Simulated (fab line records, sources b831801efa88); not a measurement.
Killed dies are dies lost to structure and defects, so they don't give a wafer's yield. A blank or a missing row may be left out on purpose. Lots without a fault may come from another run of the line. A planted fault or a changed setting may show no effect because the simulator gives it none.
Which tool did it? | flow gf180mcu | 13 lots, 39 wafers sampled, at 1 step of a route of 602

WHAT THE GAUGES READ, wafer by wafer
GF_VT_IMPLANT_TW_MEAS_32.
lot  | measured     | on            | VT_IMPLANT_3_TW
L709 | day 7 05:05  | film_metro-03 | 272 274 271
L710 | day 7 13:20  | film_metro-02 | 267 267 269
L711 | day 7 18:51  | film_metro-04 | 264 264 264
L712 | day 8 00:54  | film_metro-03 | 271 274 274
L713 | day 8 04:23  | film_metro-02 | 268 270 269
L714 | day 8 13:34  | film_metro-03 | 273 272 272
L717 | day 9 07:01  | film_metro-02 | 273 272 272
L718 | day 9 19:33  | film_metro-03 | 270 273 271
L719 | day 10 01:53 | film_metro-03 | 270 270 269
L723 | day 11 03:21 | film_metro-02 | 270 268 267
L724 | day 11 09:26 | film_metro-03 | 272 272 270
L725 | day 11 12:56 | film_metro-04 | 264 262 263
L731 | day 13 02:56 | film_metro-02 | 270 270 270

WHICH TOOL RAN EACH LOT (tool, then ch and the chambers of the sampled wafers, then the start)
The record holds no process step before these readings.

WHAT THE TOOLS THEMSELVES READ (means of the sampled wafers that have a number; where no wafer has one, the mark that the record gives instead)
The record holds no such reading with a usual standard deviation.

THE ANSWER, worked out from the rows above alone
Rule: what is usual is taken from the lots themselves. Put in order of their means at a reading, lots are off if they are a third of the lots or fewer, leave a main group of 4 or more, and stand apart from it by a gap of 3 or more times the standard deviation of the main group's means; of several such gaps the widest counts. A main group whose means are all the same, to the digits that the tables above print for the reading, isn't used. A lot without any number at a reading at which 4 lots or more have one is off too. The other lots that the step has rows for count as sound. The gauges are gone through in route order, then the tools' own readings, and for those a lot's mean is taken as printed above. The first step at which some lot is off is used, and at that step the reading that is off furthest; a lot without a number counts as furthest.
No lot is off at any reading shown: from this, nothing can be told.

WHAT THE SIMULATOR HAD PUT IN
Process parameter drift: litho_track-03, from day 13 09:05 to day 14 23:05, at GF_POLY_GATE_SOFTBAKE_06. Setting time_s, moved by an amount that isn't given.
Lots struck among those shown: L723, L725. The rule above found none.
